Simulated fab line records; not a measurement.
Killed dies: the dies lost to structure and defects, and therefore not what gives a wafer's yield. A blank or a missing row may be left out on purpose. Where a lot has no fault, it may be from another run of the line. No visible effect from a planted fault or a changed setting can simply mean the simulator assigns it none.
Chamber matching | flow sky130 | cmp-02 running SKY_VIA1_CMP_24: 4 sister chambers
The step polishes, stops on SiO2, t overpolish 15 s, target thk 0 nm. 14 wafers are shown with their chamber, then 7 later ones without.

== EACH WAFER AND ITS CHAMBER ==
wafer  | chamber | motor current A (A) | overpolish run s (s) | time to endpoint s (s)
L308.2 | 3       | 10.6                | 15.001               | 67.5
L308.4 | 2       | 9.9                 | 15.009               | 68.6
L308.6 | 1       | 11.1                | 14.997               | 67.2
L309.1 | 1       | 11.1                | 14.988               | 64.8
L309.4 | 3       | 11.5                | 15.007               | 68.9
L309.6 | 3       | 10.9                | 14.987               | 66.0
L310.2 | 3       | 11.5                | 15.007               | 67.0
L310.3 | 1       | 10.7                | 15.004               | 66.9
L310.6 | 3       | 11.0                | 15.002               | 66.5
L314.1 | 0       | 10.1                | 15.001               | 66.0
L314.2 | 1       | 10.5                | 15.006               | 65.7
L314.6 | 3       | 11.0                | 15.000               | 66.8
L317.1 | 0       | 10.1                | 14.989               | 65.2
L317.3 | 2       | 10.1                | 15.004               | 60.5

SIGNATURES, as means of the wafers listed above
reading            | chamber 0 | chamber 1 | chamber 2 | chamber 3 | scatter within a chamber
motor current A    | 10.100    | 10.850    | 10.000    | 11.083    | 0.303
overpolish run s   | 14.99500  | 14.99875  | 15.00650  | 15.00067  | 0.00743
time to endpoint s | 65.600    | 66.150    | 64.550    | 67.117    | 2.05
Rule: for each reading, subtract the chamber's mean from the wafer's reading, divide by that reading's scatter and square the result; add these up over the readings and take the root, which gives the wafer's distance from the chamber. The wafer belongs to the nearest chamber; if the next one is less than 2 further off, it can't be placed. The scatter: take each reading less its chamber's mean, square it, sum over the shown wafers, divide by the number of wafers less the number of chambers, and take the root.

== WAFERS MISSING THEIR CHAMBER ==
wafer  | motor current A (A) | overpolish run s (s) | time to endpoint s (s)
L317.5 | 11.6                | 15.004               | 64.4
L318.1 | 11.0                | 14.988               | 66.3
L318.3 | 11.4                | 15.009               | 64.7
L318.4 | 10.0                | 14.995               | 68.6
L322.1 | 10.4                | 15.007               | 66.5
L322.2 | 10.4                | 15.015               | 65.7
L322.3 | 11.1                | 14.980               | 65.7

== THE CHAMBER EACH PASSED THROUGH ==
wafer  | from the rows above               | in truth
L317.5 | can't be placed: 3 or 1           | 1
L318.1 | can't be placed: 1 or 3 or 0      | 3
L318.3 | can't be placed: 3 or 1           | 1
L318.4 | can't be placed: 0 or 2 or 1      | 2
L322.1 | can't be placed: 2 or 1 or 0 or 3 | 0
L322.2 | can't be placed: 2 or 1 or 0 or 3 | 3
L322.3 | can't be placed: 1 or 3 or 0      | 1
Placed correctly: 0 of 7. These rows do not allow placing 7 (true chamber among the candidates in 7). Wrongly placed: 0.
